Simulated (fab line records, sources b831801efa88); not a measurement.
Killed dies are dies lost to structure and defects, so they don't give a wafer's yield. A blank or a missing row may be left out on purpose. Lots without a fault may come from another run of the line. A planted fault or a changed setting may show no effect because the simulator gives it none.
One fault seen from 2 desks | flow sky130 | each desk has only its own numbers; what lay behind them comes last

THE TOOL OWNER'S DESK: rie_diel-04
The tool's own readings at SKY_VIA2_ETCH_15 (etches SiO2 in C4F8/O2/Ar, stops on TiN, target depth 546 nm, time 84 s): means of the sampled wafers that have a number, for each lot that ran on this tool. A lot is out of limits, marked OUT, if its mean lies more than 4 standard deviations from the usual mean; the brackets give that distance.
Columns: A = bias_w at SKY_VIA2_ETCH_15, usual 1200 W; B = oes_product_au at SKY_VIA2_ETCH_15, usual 0.940 a.u.
lot  | first seen here | A                      | B
L901 | day 36 09:56    | 1199                   | 0.938
L905 | day 37 23:17    | 1196                   | 0.939
L915 | day 40 18:23    | 1720 (+99 or more) OUT | 0.942
L916 | day 40 20:31    | 1720 (+99 or more) OUT | 0.935
This desk's finding: out of limits on L915, L916; first on L915, day 40 18:23 (bias_w at SKY_VIA2_ETCH_15). In limits: L901, L905.

THE METROLOGY DESK
What the gauges read, lot by lot, whatever tool the lot ran on: means of the sampled wafers that have a number. A lot is out of limits, marked OUT, if its mean lies more than 4 standard deviations from the usual mean; the brackets give that distance.
Columns: A = VIA2_BOW at SKY_VIA2_BOW_MEAS_03, usual 85 um
lot  | first seen here | A
L901 | day 35 07:28    | 94
L904 | day 35 22:14    | 86
L905 | day 36 21:35    | 79
L907 | day 37 06:38    | 81
L915 | day 39 16:28    | 84
L916 | day 39 18:57    | 83
L917 | day 40 05:55    | 79
L918 | day 40 12:27    | 92
L920 | day 41 02:30    | 95
L921 | day 41 07:56    | 86
L923 | day 41 19:34    | 77
This desk's finding: nothing out of limits on any of the 11 lots.

PUT TOGETHER
The tool owner's desk could have raised an alarm at day 40 18:23, on L915, L916.
The metrology desk saw nothing out of limits.
The metrology desk has L915, L916 on record, within its limits.
Of the lots named, all ran SKY_VIA2_ETCH_15 on rie_diel-04.

WHAT THE SIMULATOR HAD PUT IN
Process parameter drift: rie_diel-04, from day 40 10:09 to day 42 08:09, at SKY_VIA2_ETCH_15. Setting bias_w, moved by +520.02, from 1200. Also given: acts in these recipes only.
Lots struck among those shown: L915, L916.
Hours from the fault's start to each desk's first reading out of limits: the tool owner's desk, 8.
